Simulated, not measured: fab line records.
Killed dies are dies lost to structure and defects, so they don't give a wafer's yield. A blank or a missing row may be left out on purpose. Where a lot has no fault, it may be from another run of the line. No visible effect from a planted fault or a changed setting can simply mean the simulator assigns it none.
8D (eight disciplines) problem report, filled in by code | flow sky130 | the parts of the form that need people (team, actions taken, sign-off) are left out

1. THE PROBLEM
Wafers without a fault read 3000.0 W, standard deviation 0.6; cathode dc power W at SKY_METAL3_SPUTTER_00 reads a mean of 2513.7 W on 3 wafers belonging to 3 lots. That is -99 or more standard deviations from the usual mean.
The step: material Ti, target thk 15 nm, time 10 s.
Earliest sighting: wafer L766.5 on pvd sputter-04 at day 39 14:54. At this step, 33 wafers from 11 lots have a number in the record. The rule behind "out" and "out of limits": a value lying over 4 standard deviations away from the usual mean. Any other wafer with a number is counted as sound.

2. WHAT IT IS, AND WHAT IT ISN'T
question                    | is                     | is not
which readings at this step | cathode dc power W     | throttle valve pct
which lots                  | L766, L767, L768       | L756, L760, L761, L771, L773, L774, L777, L778
which wafers of those lots  | L766.5, L767.5, L768.1 | L766.1, L766.4, L767.1, L767.4, L768.3, L768.6
read on which tools         | pvd sputter-04         | pvd sputter-02, pvd sputter-03
when                        | from day 39 14:54      | up to then (11 sound wafers); but 19 sound wafers of L767, L768, L771, L773, L774, L777, L778 came after

3. THE SUSPECTS, EACH WITH WHAT RULES IT OUT
Counting: if a tool at a process step up to the reading ran every lot that is out, it stays a suspect. Sound lots after the first of them don't rule it out here, since some wafers of a struck lot are sound.
- pvd sputter-04 at SKY_METAL3_SPUTTER_00 (material Ti, target thk 15 nm, time 10 s): kept. It ran every lot that is out, first L766 (day 39 14:54); its last sound lot up to then is L761 (day 38 06:54). Its own readings are out on those wafers: cathode dc power W.
The count leaves pvd sputter-04 at SKY_METAL3_SPUTTER_00.

4. THE CAUSE (what the simulator had put in)
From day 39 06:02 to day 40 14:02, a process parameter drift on pvd sputter-04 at SKY_METAL3_SPUTTER_00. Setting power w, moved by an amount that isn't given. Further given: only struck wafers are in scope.
The count eliminated every tool but this one.

5. THE EFFECT CHAIN, in route order
Each row: a reading where the mean over the struck wafers with a number is more than 3 standard deviations away from the usual. Scope: only readings with a usual standard deviation given in the record; hours: median across lots of the time from each lot's start at the first step in this table that gives one to its start at this step; sigmas: change in usual standard deviations.
hours | step                  | reading            | usual    | on struck wafers | change | sigmas
0     | SKY_METAL3_SPUTTER_00 | cathode dc power W | 3000.0 W | 2513.7           | -486.3 | -99 or more
Process steps it contains:
- SKY_METAL3_SPUTTER_00: material Ti, target thk 15 nm, time 10 s.

6. HOW IT WOULD HAVE BEEN CAUGHT EARLIER
In this record the first reading out of limits was taken at day 39 14:54, 9 hours after the fault began at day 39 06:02.
